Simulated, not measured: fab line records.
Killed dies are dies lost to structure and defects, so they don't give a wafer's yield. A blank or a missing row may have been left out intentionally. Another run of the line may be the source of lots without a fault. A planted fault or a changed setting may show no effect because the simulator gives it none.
fab line records :: flow sky130
record
  lots=14
  wafers=42
  last_day=51
route steps=708 shown SONOS_TUNNEL@161 SONOS_ONO@178 GATE_OXIDE@197
lots that met no fault: taken from a fault-free run of the same line
start_h: hours from the record's opening day to when the first of the lot's shown wafers began :: wait_h: hours from the lot's prior step to this one :: " unchanged from the row above :: L1.1+2: a row that stands for several wafers :: - value missing, or start not given :: * or withheld: withheld :: < > ~ a bound
route shown NAME@n: NAME is a module with steps in the file, n the number in the route of the first one :: usual: mean and standard deviation over wafers with no fault :: same: alike in all rows :: chamber/n: place in a boat :: sites: per-site readings :: _std_site: standard deviation across them :: _edge_site: outer sites' mean less inner sites' :: radius_mm: how far each site lies from the wafer's centre :: mask NAME#n: copy n :: behind: the most recent tool/chamber to have shaped the wafer :: hold: the reason the lot was held/the length of the hold in hours/how it ended :: device: which transistor (n, p or np) failed to switch :: end of line: tests run on the same wafers once the route is complete :: a step given without rows: its recipe and nothing more :: killed: dies lost to structure and defects at the first sort, not the wafer's yield :: map: the dies of a wafer, with x for killed, . for not killed, _ for no die there
set.NAME: the setting as run; set.NAME@STEP: as run at that earlier step :: model.NAME: the simulator's own value behind a step, which no gauge read
one table for each step of the route and one row for each wafer, over a sample of lots
services: when a tool's chamber went out of use (start_h, in hours from the record's first day, below 0 if earlier), for how many hours, and the reason
## steps
# step SKY_SONOS_TUNNEL_CD_MEAS_07
# recipe
  target_cd_nm=410
# usual
  cd_nm=410.3/2.1
lot.wafer: L358.1
tool: cd_sem-01
chamber: -
start_h: 265.04
wait_h: 0.1
cd_nm: 413.0

lot.wafer: L358.4
tool: cd_sem-01
chamber: -
start_h: 265.04
wait_h: 0.1
cd_nm: 409.9

lot.wafer: L358.5
tool: cd_sem-01
chamber: -
start_h: 265.04
wait_h: 0.1
cd_nm: 409.2

lot.wafer: L359.1
tool: cd_sem-02
chamber: -
start_h: 273.57
wait_h: 0.1
cd_nm: 410.5

lot.wafer: L359.2
tool: cd_sem-02
chamber: -
start_h: 273.57
wait_h: 0.1
cd_nm: 413.2

lot.wafer: L359.4
tool: cd_sem-02
chamber: -
start_h: 273.57
wait_h: 0.1
cd_nm: 408.6

lot.wafer: L360.3
tool: cd_sem-02
chamber: -
start_h: 284.59
wait_h: 0.1
cd_nm: 407.7

lot.wafer: L360.4
tool: cd_sem-02
chamber: -
start_h: 284.59
wait_h: 0.1
cd_nm: 409.8

lot.wafer: L360.5
tool: cd_sem-02
chamber: -
start_h: 284.59
wait_h: 0.1
cd_nm: 410.7

lot.wafer: L362.1
tool: cd_sem-01
chamber: -
start_h: 289.37
wait_h: 0.1
cd_nm: 413.0

lot.wafer: L362.3
tool: cd_sem-01
chamber: -
start_h: 289.37
wait_h: 0.1
cd_nm: 414.3

lot.wafer: L362.4
tool: cd_sem-01
chamber: -
start_h: 289.37
wait_h: 0.1
cd_nm: 410.8

lot.wafer: L363.2
tool: cd_sem-01
chamber: -
start_h: 301.06
wait_h: 0.1
cd_nm: 408.2

lot.wafer: L363.3
tool: cd_sem-01
chamber: -
start_h: 301.06
wait_h: 0.1
cd_nm: 407.7

lot.wafer: L363.6
tool: cd_sem-01
chamber: -
start_h: 301.06
wait_h: 0.1
cd_nm: 409.0

lot.wafer: L367.3
tool: cd_sem-02
chamber: -
start_h: 337.16
wait_h: 0.1
cd_nm: 411.5

lot.wafer: L367.4
tool: cd_sem-02
chamber: -
start_h: 337.16
wait_h: 0.1
cd_nm: 411.3

lot.wafer: L367.6
tool: cd_sem-02
chamber: -
start_h: 337.16
wait_h: 0.1
cd_nm: 413.9

lot.wafer: L368.1
tool: cd_sem-02
chamber: -
start_h: 337.54
wait_h: 0.1
cd_nm: 413.4

lot.wafer: L368.2
tool: cd_sem-02
chamber: -
start_h: 337.54
wait_h: 0.1
cd_nm: 411.0

lot.wafer: L368.5
tool: cd_sem-02
chamber: -
start_h: 337.54
wait_h: 0.1
cd_nm: 411.6

lot.wafer: L373.2
tool: cd_sem-02
chamber: -
start_h: 397.30
wait_h: 0.1
cd_nm: 412.0

lot.wafer: L373.4
tool: cd_sem-02
chamber: -
start_h: 397.30
wait_h: 0.1
cd_nm: 412.0

lot.wafer: L373.5
tool: cd_sem-02
chamber: -
start_h: 397.30
wait_h: 0.1
cd_nm: 410.8

lot.wafer: L374.1
tool: cd_sem-01
chamber: -
start_h: 413.93
wait_h: 0.1
cd_nm: 410.0

lot.wafer: L374.4
tool: cd_sem-01
chamber: -
start_h: 413.93
wait_h: 0.1
cd_nm: 408.3

lot.wafer: L374.6
tool: cd_sem-01
chamber: -
start_h: 413.93
wait_h: 0.1
cd_nm: 406.5

lot.wafer: L375.1
tool: cd_sem-02
chamber: -
start_h: 417.18
wait_h: 0.1
cd_nm: 412.6

lot.wafer: L375.2
tool: cd_sem-02
chamber: -
start_h: 417.18
wait_h: 0.1
cd_nm: 412.5

lot.wafer: L375.6
tool: cd_sem-02
chamber: -
start_h: 417.18
wait_h: 0.1
cd_nm: 410.6

lot.wafer: L377.2
tool: cd_sem-02
chamber: -
start_h: 427.45
wait_h: 0.1
cd_nm: 409.7

lot.wafer: L377.4
tool: cd_sem-02
chamber: -
start_h: 427.45
wait_h: 0.1
cd_nm: 409.6

lot.wafer: L377.6
tool: cd_sem-02
chamber: -
start_h: 427.45
wait_h: 0.1
cd_nm: 412.2

lot.wafer: L378.4
tool: cd_sem-02
chamber: -
start_h: 431.73
wait_h: 0.1
cd_nm: 411.3

lot.wafer: L378.5
tool: cd_sem-02
chamber: -
start_h: 431.73
wait_h: 0.1
cd_nm: 410.9

lot.wafer: L378.6
tool: cd_sem-02
chamber: -
start_h: 431.73
wait_h: 0.1
cd_nm: 410.0

lot.wafer: L379.1
tool: cd_sem-02
chamber: -
start_h: 437.17
wait_h: 0.1
cd_nm: 411.2

lot.wafer: L379.2
tool: cd_sem-02
chamber: -
start_h: 437.17
wait_h: 0.1
cd_nm: 410.3

lot.wafer: L379.5
tool: cd_sem-02
chamber: -
start_h: 437.17
wait_h: 0.1
cd_nm: 410.5

lot.wafer: L380.2
tool: cd_sem-02
chamber: -
start_h: 443.82
wait_h: 0.1
cd_nm: 409.0

lot.wafer: L380.4
tool: cd_sem-02
chamber: -
start_h: 443.82
wait_h: 0.1
cd_nm: 408.8

lot.wafer: L380.5
tool: cd_sem-02
chamber: -
start_h: 443.82
wait_h: 0.1
cd_nm: 407.2
# step SKY_SONOS_ONO_EXPOSE_10
# recipe
  mask_id=ONOM
  target_cd_nm=410
  na=0.6
  source_shape=conventional
  sigma_outer=0.6
  dose_mj=150
# usual
  exposure_dose_mJ_cm2=149.95/0.15
  focus_offset_nm=0.0/0.49
lot.wafer: L358.1
tool: iline_stepper-02
chamber: 0
start_h: 284.45
wait_h: -
mask: ONOM#0
exposure_dose_mJ_cm2: 149.92
focus_offset_nm: -0.2

lot.wafer: L358.4
tool: iline_stepper-02
chamber: 0
start_h: 284.45
wait_h: -
mask: ONOM#0
exposure_dose_mJ_cm2: 149.92
focus_offset_nm: 0.0

lot.wafer: L358.5
tool: iline_stepper-02
chamber: 0
start_h: 284.45
wait_h: -
mask: ONOM#0
exposure_dose_mJ_cm2: 149.96
focus_offset_nm: 0.2

lot.wafer: L359.1
tool: iline_stepper-01
chamber: 0
start_h: 290.70
wait_h: -
mask: ONOM#0
exposure_dose_mJ_cm2: 149.81
focus_offset_nm: 0.6

lot.wafer: L359.2
tool: iline_stepper-01
chamber: 0
start_h: 290.70
wait_h: -
mask: ONOM#0
exposure_dose_mJ_cm2: 149.69
focus_offset_nm: 0.3

lot.wafer: L359.4
tool: iline_stepper-01
chamber: 0
start_h: 290.70
wait_h: -
mask: ONOM#0
exposure_dose_mJ_cm2: 149.67
focus_offset_nm: 0.1

lot.wafer: L360.3
tool: iline_stepper-02
chamber: 0
start_h: 304.75
wait_h: -
mask: ONOM#0
exposure_dose_mJ_cm2: 150.09
focus_offset_nm: 0.6

lot.wafer: L360.4
tool: iline_stepper-02
chamber: 0
start_h: 304.75
wait_h: -
mask: ONOM#0
exposure_dose_mJ_cm2: 149.91
focus_offset_nm: -0.2

lot.wafer: L360.5
tool: iline_stepper-02
chamber: 0
start_h: 304.75
wait_h: -
mask: ONOM#0
exposure_dose_mJ_cm2: 149.83
focus_offset_nm: 0.0

lot.wafer: L362.1
tool: iline_stepper-02
chamber: 0
start_h: 306.70
wait_h: -
mask: ONOM#0
exposure_dose_mJ_cm2: 150.07
focus_offset_nm: -0.1

lot.wafer: L362.3
tool: iline_stepper-02
chamber: 0
start_h: 306.70
wait_h: -
mask: ONOM#0
exposure_dose_mJ_cm2: 150.13
focus_offset_nm: 1.1

lot.wafer: L362.4
tool: iline_stepper-02
chamber: 0
start_h: 306.70
wait_h: -
mask: ONOM#0
exposure_dose_mJ_cm2: 150.20
focus_offset_nm: -0.1

lot.wafer: L363.2
tool: iline_stepper-01
chamber: 0
start_h: 321.43
wait_h: -
mask: ONOM#0
exposure_dose_mJ_cm2: 149.96
focus_offset_nm: -0.6

lot.wafer: L363.3
tool: iline_stepper-01
chamber: 0
start_h: 321.43
wait_h: -
mask: ONOM#0
exposure_dose_mJ_cm2: 149.71
focus_offset_nm: 0.3

lot.wafer: L363.6
tool: iline_stepper-01
chamber: 0
start_h: 321.43
wait_h: -
mask: ONOM#0
exposure_dose_mJ_cm2: 149.92
focus_offset_nm: 0.0

lot.wafer: L367.3
tool: iline_stepper-02
chamber: -
start_h: 355.42
wait_h: -
mask: ONOM#0
exposure_dose_mJ_cm2: -
focus_offset_nm: -

lot.wafer: L367.4
tool: iline_stepper-02
chamber: -
start_h: 355.42
wait_h: -
mask: ONOM#0
exposure_dose_mJ_cm2: -
focus_offset_nm: -

lot.wafer: L367.6
tool: iline_stepper-02
chamber: -
start_h: 355.42
wait_h: -
mask: ONOM#0
exposure_dose_mJ_cm2: -
focus_offset_nm: -

lot.wafer: L368.1
tool: iline_stepper-02
chamber: -
start_h: 357.03
wait_h: -
mask: ONOM#0
exposure_dose_mJ_cm2: -
focus_offset_nm: -

lot.wafer: L368.2
tool: iline_stepper-02
chamber: -
start_h: 357.03
wait_h: -
mask: ONOM#0
exposure_dose_mJ_cm2: -
focus_offset_nm: -

lot.wafer: L368.5
tool: iline_stepper-02
chamber: -
start_h: 357.03
wait_h: -
mask: ONOM#0
exposure_dose_mJ_cm2: -
focus_offset_nm: -

lot.wafer: L373.2
tool: iline_stepper-02
chamber: 0
start_h: 419.69
wait_h: -
mask: ONOM#0
exposure_dose_mJ_cm2: 149.50
focus_offset_nm: -0.5

lot.wafer: L373.4
tool: iline_stepper-02
chamber: 0
start_h: 419.69
wait_h: -
mask: ONOM#0
exposure_dose_mJ_cm2: 149.74
focus_offset_nm: -0.4

lot.wafer: L373.5
tool: iline_stepper-02
chamber: 0
start_h: 419.69
wait_h: -
mask: ONOM#0
exposure_dose_mJ_cm2: 149.97
focus_offset_nm: 0.3

lot.wafer: L374.1
tool: iline_stepper-01
chamber: 0
start_h: 433.86
wait_h: -
mask: ONOM#0
exposure_dose_mJ_cm2: 150.07
focus_offset_nm: -0.2

lot.wafer: L374.4
tool: iline_stepper-01
chamber: 0
start_h: 433.86
wait_h: -
mask: ONOM#0
exposure_dose_mJ_cm2: 150.07
focus_offset_nm: -0.4

lot.wafer: L374.6
tool: iline_stepper-01
chamber: 0
start_h: 433.86
wait_h: -
mask: ONOM#0
exposure_dose_mJ_cm2: 149.85
focus_offset_nm: -0.9

lot.wafer: L375.1
tool: iline_stepper-01
chamber: 0
start_h: 437.68
wait_h: -
mask: ONOM#0
exposure_dose_mJ_cm2: 149.76
focus_offset_nm: 0.5

lot.wafer: L375.2
tool: iline_stepper-01
chamber: 0
start_h: 437.68
wait_h: -
mask: ONOM#0
exposure_dose_mJ_cm2: 149.84
focus_offset_nm: 0.5

lot.wafer: L375.6
tool: iline_stepper-01
chamber: 0
start_h: 437.68
wait_h: -
mask: ONOM#0
exposure_dose_mJ_cm2: 149.77
focus_offset_nm: 0.6

lot.wafer: L377.2
tool: iline_stepper-01
chamber: 0
start_h: 447.65
wait_h: -
mask: ONOM#0
exposure_dose_mJ_cm2: 150.04
focus_offset_nm: 0.5

lot.wafer: L377.4
tool: iline_stepper-01
chamber: 0
start_h: 447.65
wait_h: -
mask: ONOM#0
exposure_dose_mJ_cm2: 150.03
focus_offset_nm: 0.7

lot.wafer: L377.6
tool: iline_stepper-01
chamber: 0
start_h: 447.65
wait_h: -
mask: ONOM#0
exposure_dose_mJ_cm2: 150.10
focus_offset_nm: -0.7

lot.wafer: L378.4
tool: iline_stepper-02
chamber: 0
start_h: 455.01
wait_h: -
mask: ONOM#0
exposure_dose_mJ_cm2: 150.21
focus_offset_nm: -0.6

lot.wafer: L378.5
tool: iline_stepper-02
chamber: 0
start_h: 455.01
wait_h: -
mask: ONOM#0
exposure_dose_mJ_cm2: 150.18
focus_offset_nm: -0.4

lot.wafer: L378.6
tool: iline_stepper-02
chamber: 0
start_h: 455.01
wait_h: -
mask: ONOM#0
exposure_dose_mJ_cm2: 149.96
focus_offset_nm: 0.5

lot.wafer: L379.1
tool: iline_stepper-01
chamber: 0
start_h: 457.50
wait_h: -
mask: ONOM#0
exposure_dose_mJ_cm2: 150.03
focus_offset_nm: -0.9

lot.wafer: L379.2
tool: iline_stepper-01
chamber: 0
start_h: 457.50
wait_h: -
mask: ONOM#0
exposure_dose_mJ_cm2: 149.98
focus_offset_nm: 0.7

lot.wafer: L379.5
tool: iline_stepper-01
chamber: 0
start_h: 457.50
wait_h: -
mask: ONOM#0
exposure_dose_mJ_cm2: 149.98
focus_offset_nm: -0.4

lot.wafer: L380.2
tool: iline_stepper-02
chamber: 0
start_h: 468.62
wait_h: -
mask: ONOM#0
exposure_dose_mJ_cm2: 150.03
focus_offset_nm: -1.0

lot.wafer: L380.4
tool: iline_stepper-02
chamber: 0
start_h: 468.62
wait_h: -
mask: ONOM#0
exposure_dose_mJ_cm2: 150.06
focus_offset_nm: -0.6

lot.wafer: L380.5
tool: iline_stepper-02
chamber: 0
start_h: 468.62
wait_h: -
mask: ONOM#0
exposure_dose_mJ_cm2: 149.95
focus_offset_nm: -0.3
# step SKY_SONOS_ONO_CD_MEAS_13
# recipe
  target_cd_nm=410
# usual
  cd_nm=410.4/2.4
lot.wafer: L358.1
tool: cd_sem-02
chamber: -
start_h: 296.48
wait_h: 0.1
cd_nm: 411.6

lot.wafer: L358.4
tool: cd_sem-02
chamber: -
start_h: 296.48
wait_h: 0.1
cd_nm: 410.8

lot.wafer: L358.5
tool: cd_sem-02
chamber: -
start_h: 296.48
wait_h: 0.1
cd_nm: 414.0

lot.wafer: L359.1
tool: cd_sem-01
chamber: -
start_h: 303.40
wait_h: 0.1
cd_nm: 412.0

lot.wafer: L359.2
tool: cd_sem-01
chamber: -
start_h: 303.40
wait_h: 0.1
cd_nm: 413.3

lot.wafer: L359.4
tool: cd_sem-01
chamber: -
start_h: 303.40
wait_h: 0.1
cd_nm: 413.1

lot.wafer: L360.3
tool: cd_sem-01
chamber: -
start_h: 317.22
wait_h: 0.1
cd_nm: 409.8

lot.wafer: L360.4
tool: cd_sem-01
chamber: -
start_h: 317.22
wait_h: 0.1
cd_nm: 408.6

lot.wafer: L360.5
tool: cd_sem-01
chamber: -
start_h: 317.22
wait_h: 0.1
cd_nm: 411.9

lot.wafer: L362.1
tool: cd_sem-01
chamber: -
start_h: 319.23
wait_h: 0.1
cd_nm: 409.3

lot.wafer: L362.3
tool: cd_sem-01
chamber: -
start_h: 319.23
wait_h: 0.1
cd_nm: 409.0

lot.wafer: L362.4
tool: cd_sem-01
chamber: -
start_h: 319.23
wait_h: 0.1
cd_nm: 407.4

lot.wafer: L363.2
tool: cd_sem-02
chamber: -
start_h: 334.70
wait_h: 0.1
cd_nm: 407.4

lot.wafer: L363.3
tool: cd_sem-02
chamber: -
start_h: 334.70
wait_h: 0.1
cd_nm: 407.8

lot.wafer: L363.6
tool: cd_sem-02
chamber: -
start_h: 334.70
wait_h: 0.1
cd_nm: 409.3

lot.wafer: L367.3
tool: cd_sem-02
chamber: -
start_h: 368.87
wait_h: 0.1
cd_nm: -

lot.wafer: L367.4
tool: cd_sem-02
chamber: -
start_h: 368.87
wait_h: 0.1
cd_nm: -

lot.wafer: L367.6
tool: cd_sem-02
chamber: -
start_h: 368.87
wait_h: 0.1
cd_nm: -

lot.wafer: L368.1
tool: cd_sem-02
chamber: -
start_h: 371.03
wait_h: 0.1
cd_nm: -

lot.wafer: L368.2
tool: cd_sem-02
chamber: -
start_h: 371.03
wait_h: 0.1
cd_nm: -

lot.wafer: L368.5
tool: cd_sem-02
chamber: -
start_h: 371.03
wait_h: 0.1
cd_nm: -

lot.wafer: L373.2
tool: cd_sem-02
chamber: -
start_h: 434.22
wait_h: 0.2
cd_nm: 410.8

lot.wafer: L373.4
tool: cd_sem-02
chamber: -
start_h: 434.22
wait_h: 0.2
cd_nm: 409.5

lot.wafer: L373.5
tool: cd_sem-02
chamber: -
start_h: 434.22
wait_h: 0.2
cd_nm: 409.0

lot.wafer: L374.1
tool: cd_sem-01
chamber: -
start_h: 448.90
wait_h: 0.1
cd_nm: 405.8

lot.wafer: L374.4
tool: cd_sem-01
chamber: -
start_h: 448.90
wait_h: 0.1
cd_nm: 404.5

lot.wafer: L374.6
tool: cd_sem-01
chamber: -
start_h: 448.90
wait_h: 0.1
cd_nm: 404.8

lot.wafer: L375.1
tool: cd_sem-02
chamber: -
start_h: 453.48
wait_h: 0.1
cd_nm: 410.8

lot.wafer: L375.2
tool: cd_sem-02
chamber: -
start_h: 453.48
wait_h: 0.1
cd_nm: 409.5

lot.wafer: L375.6
tool: cd_sem-02
chamber: -
start_h: 453.48
wait_h: 0.1
cd_nm: 411.0

lot.wafer: L377.2
tool: cd_sem-02
chamber: -
start_h: 462.65
wait_h: 0.1
cd_nm: 412.6

lot.wafer: L377.4
tool: cd_sem-02
chamber: -
start_h: 462.65
wait_h: 0.1
cd_nm: 411.4

lot.wafer: L377.6
tool: cd_sem-02
chamber: -
start_h: 462.65
wait_h: 0.1
cd_nm: 410.5

lot.wafer: L378.4
tool: cd_sem-01
chamber: -
start_h: 469.64
wait_h: 0.1
cd_nm: 409.0

lot.wafer: L378.5
tool: cd_sem-01
chamber: -
start_h: 469.64
wait_h: 0.1
cd_nm: 406.2

lot.wafer: L378.6
tool: cd_sem-01
chamber: -
start_h: 469.64
wait_h: 0.1
cd_nm: 404.1

lot.wafer: L379.1
tool: cd_sem-01
chamber: -
start_h: 472.30
wait_h: 0.1
cd_nm: 415.0

lot.wafer: L379.2
tool: cd_sem-01
chamber: -
start_h: 472.30
wait_h: 0.1
cd_nm: 414.2

lot.wafer: L379.5
tool: cd_sem-01
chamber: -
start_h: 472.30
wait_h: 0.1
cd_nm: 413.9

lot.wafer: L380.2
tool: cd_sem-02
chamber: -
start_h: 483.57
wait_h: 0.1
cd_nm: 407.4

lot.wafer: L380.4
tool: cd_sem-02
chamber: -
start_h: 483.57
wait_h: 0.1
cd_nm: 405.4

lot.wafer: L380.5
tool: cd_sem-02
chamber: -
start_h: 483.57
wait_h: 0.1
cd_nm: 409.9
# step SKY_GATE_OXIDE_OVL_MEAS_10
# usual
  GATE_OXIDE_OVL=0.7/1.3
lot.wafer: L358.1
tool: overlay-01
chamber: -
start_h: 325.62
wait_h: 0.1
GATE_OXIDE_OVL[nm]: -2.2

lot.wafer: L358.4
tool: overlay-01
chamber: -
start_h: 325.62
wait_h: 0.1
GATE_OXIDE_OVL[nm]: -2.4

lot.wafer: L358.5
tool: overlay-01
chamber: -
start_h: 325.62
wait_h: 0.1
GATE_OXIDE_OVL[nm]: -1.3

lot.wafer: L359.1
tool: overlay-01
chamber: -
start_h: 333.00
wait_h: 0.1
GATE_OXIDE_OVL[nm]: -0.4

lot.wafer: L359.2
tool: overlay-01
chamber: -
start_h: 333.00
wait_h: 0.1
GATE_OXIDE_OVL[nm]: 1.2

lot.wafer: L359.4
tool: overlay-01
chamber: -
start_h: 333.00
wait_h: 0.1
GATE_OXIDE_OVL[nm]: -1.1

lot.wafer: L360.3
tool: overlay-01
chamber: -
start_h: 345.34
wait_h: 0.1
GATE_OXIDE_OVL[nm]: 0.8

lot.wafer: L360.4
tool: overlay-01
chamber: -
start_h: 345.34
wait_h: 0.1
GATE_OXIDE_OVL[nm]: 3.5

lot.wafer: L360.5
tool: overlay-01
chamber: -
start_h: 345.34
wait_h: 0.1
GATE_OXIDE_OVL[nm]: 2.7

lot.wafer: L362.1
tool: overlay-01
chamber: -
start_h: 348.20
wait_h: 0.1
GATE_OXIDE_OVL[nm]: 1.4

lot.wafer: L362.3
tool: overlay-01
chamber: -
start_h: 348.20
wait_h: 0.1
GATE_OXIDE_OVL[nm]: 2.3

lot.wafer: L362.4
tool: overlay-01
chamber: -
start_h: 348.20
wait_h: 0.1
GATE_OXIDE_OVL[nm]: 1.2

lot.wafer: L363.2
tool: overlay-02
chamber: -
start_h: 365.03
wait_h: 0.1
GATE_OXIDE_OVL[nm]: 0.0

lot.wafer: L363.3
tool: overlay-02
chamber: -
start_h: 365.03
wait_h: 0.1
GATE_OXIDE_OVL[nm]: 3.6

lot.wafer: L363.6
tool: overlay-02
chamber: -
start_h: 365.03
wait_h: 0.1
GATE_OXIDE_OVL[nm]: 2.3

lot.wafer: L373.2
tool: overlay-01
chamber: -
start_h: 467.71
wait_h: 0.1
GATE_OXIDE_OVL[nm]: 0.7

lot.wafer: L373.4
tool: overlay-01
chamber: -
start_h: 467.71
wait_h: 0.1
GATE_OXIDE_OVL[nm]: -0.4

lot.wafer: L373.5
tool: overlay-01
chamber: -
start_h: 467.71
wait_h: 0.1
GATE_OXIDE_OVL[nm]: 0.5

lot.wafer: L374.1
tool: overlay-01
chamber: -
start_h: 484.28
wait_h: 0.1
GATE_OXIDE_OVL[nm]: 2.9

lot.wafer: L374.4
tool: overlay-01
chamber: -
start_h: 484.28
wait_h: 0.1
GATE_OXIDE_OVL[nm]: 1.1

lot.wafer: L374.6
tool: overlay-01
chamber: -
start_h: 484.28
wait_h: 0.1
GATE_OXIDE_OVL[nm]: 1.0

lot.wafer: L375.1
tool: overlay-02
chamber: -
start_h: 492.08
wait_h: 0.1
GATE_OXIDE_OVL[nm]: 0.9

lot.wafer: L375.2
tool: overlay-02
chamber: -
start_h: 492.08
wait_h: 0.1
GATE_OXIDE_OVL[nm]: -0.2

lot.wafer: L375.6
tool: overlay-02
chamber: -
start_h: 492.08
wait_h: 0.1
GATE_OXIDE_OVL[nm]: 0.3

lot.wafer: L377.2
tool: overlay-02
chamber: -
start_h: 499.98
wait_h: 0.1
GATE_OXIDE_OVL[nm]: 1.5

lot.wafer: L377.4
tool: overlay-02
chamber: -
start_h: 499.98
wait_h: 0.1
GATE_OXIDE_OVL[nm]: 0.2

lot.wafer: L377.6
tool: overlay-02
chamber: -
start_h: 499.98
wait_h: 0.1
GATE_OXIDE_OVL[nm]: 1.8

lot.wafer: L378.4
tool: overlay-01
chamber: -
start_h: 507.29
wait_h: 0.1
GATE_OXIDE_OVL[nm]: 2.2

lot.wafer: L378.5
tool: overlay-01
chamber: -
start_h: 507.29
wait_h: 0.1
GATE_OXIDE_OVL[nm]: 2.8

lot.wafer: L378.6
tool: overlay-01
chamber: -
start_h: 507.29
wait_h: 0.1
GATE_OXIDE_OVL[nm]: 2.2

lot.wafer: L379.1
tool: overlay-02
chamber: -
start_h: 507.70
wait_h: 0.1
GATE_OXIDE_OVL[nm]: 0.7

lot.wafer: L379.2
tool: overlay-02
chamber: -
start_h: 507.70
wait_h: 0.1
GATE_OXIDE_OVL[nm]: 0.6

lot.wafer: L379.5
tool: overlay-02
chamber: -
start_h: 507.70
wait_h: 0.1
GATE_OXIDE_OVL[nm]: 0.9

lot.wafer: L380.2
tool: overlay-02
chamber: -
start_h: 516.43
wait_h: 0.1
GATE_OXIDE_OVL[nm]: 0.4

lot.wafer: L380.4
tool: overlay-02
chamber: -
start_h: 516.43
wait_h: 0.1
GATE_OXIDE_OVL[nm]: 1.5

lot.wafer: L380.5
tool: overlay-02
chamber: -
start_h: 516.43
wait_h: 0.1
GATE_OXIDE_OVL[nm]: -0.2
## services
tool: iline_stepper-01
chamber: -
start_h: 279.14
hours: 1.9
kind: repair

tool: iline_stepper-02
chamber: 0
start_h: 293.36
hours: -
kind: calibration

tool: iline_stepper-01
chamber: -
start_h: 402.36
hours: -
kind: consumable_replace:lamp

tool: iline_stepper-02
chamber: -
start_h: 436.91
hours: 1.7
kind: pm

tool: iline_stepper-01
chamber: 0
start_h: 451.86
hours: -
kind: calibration

tool: iline_stepper-01
chamber: -
start_h: 463.62
hours: 1.7
kind: pm
## key
first_sign
  step=SKY_SONOS_ONO_EXPOSE_10
  reading=tool_record
  direction=missing
effect none on later readings
met_at SKY_SONOS_ONO_EXPOSE_10
struck_lots L367,L368
later_rows_left_out L367.3,L367.4,L367.6,L368.1,L368.2,L368.5
sort_left_out L367.3,L367.4,L367.6,L368.1,L368.2,L368.5
tester_left_out L367,L368
not_acting_at SKY_SONOS_TUNNEL_CD_MEAS_07,SKY_SONOS_ONO_CD_MEAS_13,SKY_GATE_OXIDE_OVL_MEAS_10
onset_between 306.70 355.42
fault
  kind=skipped_step_whole
  tool=iline_stepper-02
  chamber=-
  onset_h=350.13
  steps=SKY_SONOS_ONO_EXPOSE_10
  scope=struck_lots_only
# tester_left_out: of these lots the tester's yield and bins aren't shown, on N5 and GAA mostly nor the transistor test; their killed dies are dies lost to structure and defects alone, not to doping, threshold or leakage, so they don't give the yield
# sort_left_out: the simulated sort isn't trusted on such a fault, so these wafers' sort isn't shown, and their yield isn't known
# later_rows_left_out: the simulator's readings of these wafers behind a module that went badly wrong aren't trusted and aren't shown, but for the sort
